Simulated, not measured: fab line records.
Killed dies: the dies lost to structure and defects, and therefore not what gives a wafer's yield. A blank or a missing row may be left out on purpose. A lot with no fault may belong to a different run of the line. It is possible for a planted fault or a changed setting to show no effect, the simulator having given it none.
Which tool is to blame? :: flow gf180mcu :: route of 602 steps, sampled at 1 step: 11 lots, 33 wafers

== WHAT THE GAUGES SHOWED, per wafer ==
GF_V4_THK_MEAS_25: measures by xrf. Usual: for V4_W_THK the level is 350 nm and the standard deviation is 4.2.
lot: L205
measured: day 25 05:37
on: film-metro-03
V4_W_THK (nm): 355 361 355
flag: 

lot: L206
measured: day 25 18:03
on: film-metro-03
V4_W_THK (nm): 355 350 351
flag: 

lot: L207
measured: day 26 04:55
on: film-metro-04
V4_W_THK (nm): 346 346 349
flag: 

lot: L209
measured: day 27 01:02
on: film-metro-01
V4_W_THK (nm): 351 349 347
flag: 

lot: L210
measured: day 27 06:59
on: film-metro-03
V4_W_THK (nm): 345 343 345
flag: 

lot: L212
measured: day 27 22:14
on: film-metro-03
V4_W_THK (nm): 345 346 347
flag: 

lot: L214
measured: day 28 13:01
on: film-metro-03
V4_W_THK (nm): 352 360 352
flag: 

lot: L215
measured: day 28 15:39
on: film-metro-03
V4_W_THK (nm): 351 357 354
flag: 

lot: L216
measured: day 29 01:07
on: film-metro-03
V4_W_THK (nm): 357 354 355
flag: 

lot: L223
measured: day 30 19:23
on: film-metro-04
V4_W_THK (nm): 350 348 348
flag: 

lot: L226
measured: day 31 17:21
on: film-metro-01
V4_W_THK (nm): 350 352 350
flag: 

== TOOL THAT RAN EACH LOT (tool first, then ch and the chambers of the sampled wafers, then the start) ==
The record shows no process step preceding these readings.

== AS READ BY THE TOOLS THEMSELVES (means over the sampled wafers that have a number; for cases with no such wafer, the mark the record gives instead) ==
The record holds no such reading with a usual standard deviation.

== THE ANSWER, worked out from the rows above alone ==
Rule: a lot is off if the mean of its wafers that have a number lies more than 3 standard deviations from the usual mean. Also off: a lot with no number at a reading for which 4 or more lots have one. The other lots that the step has rows for count as sound. Order of review: gauges by route order, followed by the tools' own readings, for which a lot's mean as printed above is used. At the first step where some lot is off, the reading lying furthest off is the one used; lots without a number count as furthest.
No lot is off at any reading shown: from this, nothing can be told.

== WHAT THE SIMULATOR HAD PUT IN ==
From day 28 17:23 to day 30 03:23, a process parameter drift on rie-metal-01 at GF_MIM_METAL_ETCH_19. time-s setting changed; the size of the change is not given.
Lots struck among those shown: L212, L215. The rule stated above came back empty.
